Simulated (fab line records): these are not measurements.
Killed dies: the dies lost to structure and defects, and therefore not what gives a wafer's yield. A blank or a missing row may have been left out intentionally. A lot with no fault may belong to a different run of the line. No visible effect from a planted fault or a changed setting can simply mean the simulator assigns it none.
One fault through the eyes of 2 desks || flow sky130 || only its own numbers are on each desk; what lay behind them is given at the end

== FROM THE METROLOGY DESK ==
Means of the sampled wafers that have a number, per lot and without regard to the tool the lot ran on: this is what the gauges read. A lot is out of limits, marked OUT, if its mean lies more than 4 standard deviations from the usual mean; the brackets give that distance.
Columns: A = VT_ADJUST_PCH_OVL at SKY_VT_ADJUST_PCH_OVL_MEAS_07, usual -0.2 nm; B = SONOS_TUNNEL_TW at SKY_SONOS_TUNNEL_TW_MEAS_12, usual 198.3; C = POLY_GATE_CVD_03_THK at SKY_POLY_GATE_THK_MEAS_04, usual 75.4 nm
{"lot": "L438", "first seen here": "day 10 11:43", "A": 1.2, "B": 194.4, "C": 75.7}
{"lot": "L439", "first seen here": "day 11 00:34", "A": 0.3, "B": 198.6, "C": 74.9}
{"lot": "L440", "first seen here": "day 11 02:45", "A": -1.8, "B": 198.7, "C": 74.1}
{"lot": "L441", "first seen here": "day 11 07:40", "A": -0.3, "B": 197.2, "C": 75.7}
{"lot": "L444", "first seen here": "day 12 02:27", "A": 0.9, "B": 195.6, "C": 75.3}
{"lot": "L445", "first seen here": "day 12 10:49", "A": 1.2, "B": 195.1, "C": 74.8}
{"lot": "L446", "first seen here": "day 12 17:15", "A": -0.8, "B": 198.1, "C": 76.5}
{"lot": "L450", "first seen here": "day 14 05:34", "A": -0.6, "B": 198.8, "C": 75.6}
{"lot": "L453", "first seen here": "day 15 04:04", "A": 0.8, "B": 199.7, "C": 75.4}
{"lot": "L454", "first seen here": "day 15 09:10", "A": 1.2, "B": 198.6, "C": 74.8}
{"lot": "L455", "first seen here": "day 15 21:14", "A": -0.8, "B": 199.7, "C": 76.3}
{"lot": "L457", "first seen here": "day 16 08:58", "A": 0.0, "B": 200.4, "C": 75.5}
{"lot": "L459", "first seen here": "day 17 03:13", "A": 0.6, "B": 198.2, "C": 75.8}
{"lot": "L460", "first seen here": "day 17 07:31", "A": -2.1, "B": 196.4, "C": 74.1}
This desk's finding: nothing out of limits on any of the 14 lots.

== THE TOOL OWNER'S DESK: implanter-04 ==
For each lot that ran on this tool, the mean over its sampled wafers that have a number, from the tool's own readings at SKY_LDD_N_IMPLANT_14. A lot is out of limits, marked OUT, if its mean lies more than 4 standard deviations from the usual mean; the brackets give that distance.
Columns: A = dose-ions-cm2 at SKY_LDD_N_IMPLANT_14, usual 5.001e+12; B = faraday-current-uA at SKY_LDD_N_IMPLANT_14, usual 28.1
{"lot": "L438", "first seen here": "day 17 15:41", "A": 5.002e+12, "B": 28.1}
{"lot": "L440", "first seen here": "day 19 17:59", "A": 5.000e+12, "B": 27.6}
{"lot": "L441", "first seen here": "day 19 19:12", "A": 4.999e+12, "B": 28.3}
{"lot": "L444", "first seen here": "day 19 21:35", "A": "3.174e+12 (-99 or more) OUT", "B": "17.7 (-18) OUT"}
{"lot": "L446", "first seen here": "day 20 17:06", "A": "3.170e+12 (-99 or more) OUT", "B": "18.0 (-18) OUT"}
{"lot": "L453", "first seen here": "day 23 19:14", "A": 5.008e+12, "B": 27.6}
{"lot": "L454", "first seen here": "day 23 22:57", "A": 5.001e+12, "B": 27.9}
{"lot": "L455", "first seen here": "day 24 04:24", "A": 4.998e+12, "B": 27.6}
{"lot": "L457", "first seen here": "day 24 10:35", "A": 5.003e+12, "B": 28.6}
{"lot": "L460", "first seen here": "day 25 12:47", "A": 5.003e+12, "B": 28.0}
This desk's finding: out of limits on L444, L446; first on L444, day 19 21:35 (dose-ions-cm2 at SKY_LDD_N_IMPLANT_14). In limits: L438, L440, L441, L453, L454, L455, L457, L460.

== PUT TOGETHER ==
An alarm could have come from the tool owner's desk at day 19 21:35, on L444, L446.
The metrology desk saw nothing out of limits.
The metrology desk holds a record of L444, L446, inside its limits.
SKY_LDD_N_IMPLANT_14 was run on implanter-04 by each of the lots named.

== WHAT THE SIMULATOR HAD PUT IN ==
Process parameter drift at SKY_LDD_N_IMPLANT_14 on implanter-04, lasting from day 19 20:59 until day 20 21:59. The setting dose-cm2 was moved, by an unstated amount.
Shown lots that were struck: L444, L446.
Each desk's first reading out of limits, in hours after the fault started: the tool owner's desk, 1.
